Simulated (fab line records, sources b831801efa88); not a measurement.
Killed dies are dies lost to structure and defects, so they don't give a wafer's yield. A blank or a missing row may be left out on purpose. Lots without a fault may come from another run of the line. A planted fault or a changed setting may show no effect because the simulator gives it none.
Which tool did it? | flow sky130 | 13 lots, 39 wafers sampled, at 3 steps of a route of 708

WHAT THE GAUGES READ, wafer by wafer
SKY_METAL4_CD_MEAS_13: target cd 300 nm.
lot  | measured     | on        | cd_nm (nm)
L746 | day 41 21:38 | cd_sem-02 | 301.2 300.4 301.9
L748 | day 42 16:23 | cd_sem-02 | 302.9 302.6 301.8
L750 | day 43 00:25 | cd_sem-01 | 302.4 301.9 303.0
L749 | day 43 04:37 | cd_sem-02 | 299.2 300.7 298.0
L754 | day 44 04:59 | cd_sem-01 | 302.5 300.9 303.2
L755 | day 44 06:58 | cd_sem-01 | 301.5 300.3 300.2
L756 | day 44 16:13 | cd_sem-01 | 302.8 302.0 302.4
L757 | day 45 00:59 | cd_sem-02 | 299.0 300.8 300.5
L758 | day 45 06:14 | cd_sem-02 | 298.8 300.5 300.8
L760 | day 45 13:29 | cd_sem-01 | 301.0 300.6 301.4
L762 | day 46 00:28 | cd_sem-01 | 301.0 299.2 300.0
L763 | day 46 11:23 | cd_sem-02 | 300.5 300.5 299.9
L764 | day 46 16:57 | cd_sem-01 | 302.1 302.0 301.4

SKY_METAL4_OVL_MEAS_14.
lot  | measured     | on         | METAL4_OVL (nm)
L746 | day 41 21:46 | overlay-01 | 1 3 -2
L748 | day 42 16:31 | overlay-01 | -5 5 -1
L750 | day 43 00:31 | overlay-02 | -3 5 2
L749 | day 43 04:43 | overlay-01 | 2 1 -1
L754 | day 44 05:06 | overlay-02 | 2 5 1
L755 | day 44 07:02 | overlay-02 | 5 -1 -4
L756 | day 44 16:18 | overlay-02 | 3 1 -4
L757 | day 45 01:04 | overlay-01 | 6 0 -2
L758 | day 45 06:22 | overlay-02 | -3 -4 -4
L760 | day 45 13:34 | overlay-01 | 3 13 2
L762 | day 46 00:33 | overlay-02 | -14 -2 -5
L763 | day 46 11:31 | overlay-02 | 4 5 0
L764 | day 46 17:01 | overlay-01 | -6 -3 -3

WHICH TOOL RAN EACH LOT (tool, then ch and the chambers of the sampled wafers, then the start)
lot  | SKY_CONTACT_STRIP_19
L746 | plasma_asher-02 ch 0, day 31 19:07
L748 | plasma_asher-02 ch 0, day 32 16:24
L750 | plasma_asher-02 ch 0,1, day 33 01:55
L749 | plasma_asher-04 ch 0,1, day 33 04:27
L754 | plasma_asher-04 ch 0,1, day 34 10:24
L755 | plasma_asher-02 ch 0,1, day 34 11:20
L756 | plasma_asher-02 ch 0,1, day 35 00:20
L757 | plasma_asher-02 ch 0,1, day 35 10:26
L758 | plasma_asher-04 ch 0,1, day 35 14:27
L760 | plasma_asher-02 ch 0,1, day 36 02:29
L762 | plasma_asher-02 ch 0,1, day 36 14:50
L763 | plasma_asher-04 ch 0,1, day 37 02:20
L764 | plasma_asher-02 ch 0,1, day 37 11:01
- SKY_CONTACT_STRIP_19: strips in O2/N2.

WHAT THE TOOLS THEMSELVES READ (means of the sampled wafers that have a number; where no wafer has one, the mark that the record gives instead)
SKY_CONTACT_STRIP_19.
lot  | tool            | drypump_motor_current_A (A) | oes_product_au (a.u.) | strip_time_to_endpoint_s (s)
L746 | plasma_asher-02 | 5.8                         | 0.381                 | 3.598
L748 | plasma_asher-02 | 5.8                         | 0.381                 | 3.626
L750 | plasma_asher-02 | 6.0                         | 0.383                 | 3.654
L749 | plasma_asher-04 | 5.7                         | 0.383                 | 3.644
L754 | plasma_asher-04 | 6.2                         | 0.380                 | 3.589
L755 | plasma_asher-02 | 6.0                         | 0.383                 | 3.629
L756 | plasma_asher-02 | 6.0                         | 0.379                 | 3.579
L757 | plasma_asher-02 | 6.0                         | 0.380                 | 3.637
L758 | plasma_asher-04 | 5.6                         | 0.375                 | 3.618
L760 | plasma_asher-02 | 6.0                         | 0.378                 | 3.620
L762 | plasma_asher-02 | 6.0                         | 0.382                 | 3.612
L763 | plasma_asher-04 | 5.7                         | 0.380                 | 3.622
L764 | plasma_asher-02 | 6.0                         | 0.378                 | 3.631

THE ANSWER, worked out from the rows above alone
Rule: what is usual is taken from the lots themselves. Put in order of their means at a reading, lots are off if they are a third of the lots or fewer, leave a main group of 4 or more, and stand apart from it by a gap of 3 or more times the standard deviation of the main group's means; of several such gaps the widest counts. A main group whose means are all the same, to the digits that the tables above print for the reading, isn't used. A lot without any number at a reading at which 4 lots or more have one is off too. The other lots that the step has rows for count as sound. The gauges are gone through in route order, then the tools' own readings, and for those a lot's mean is taken as printed above. The first step at which some lot is off is used, and at that step the reading that is off furthest; a lot without a number counts as furthest.
No lot is off at any reading shown: from this, nothing can be told.

WHAT THE SIMULATOR HAD PUT IN
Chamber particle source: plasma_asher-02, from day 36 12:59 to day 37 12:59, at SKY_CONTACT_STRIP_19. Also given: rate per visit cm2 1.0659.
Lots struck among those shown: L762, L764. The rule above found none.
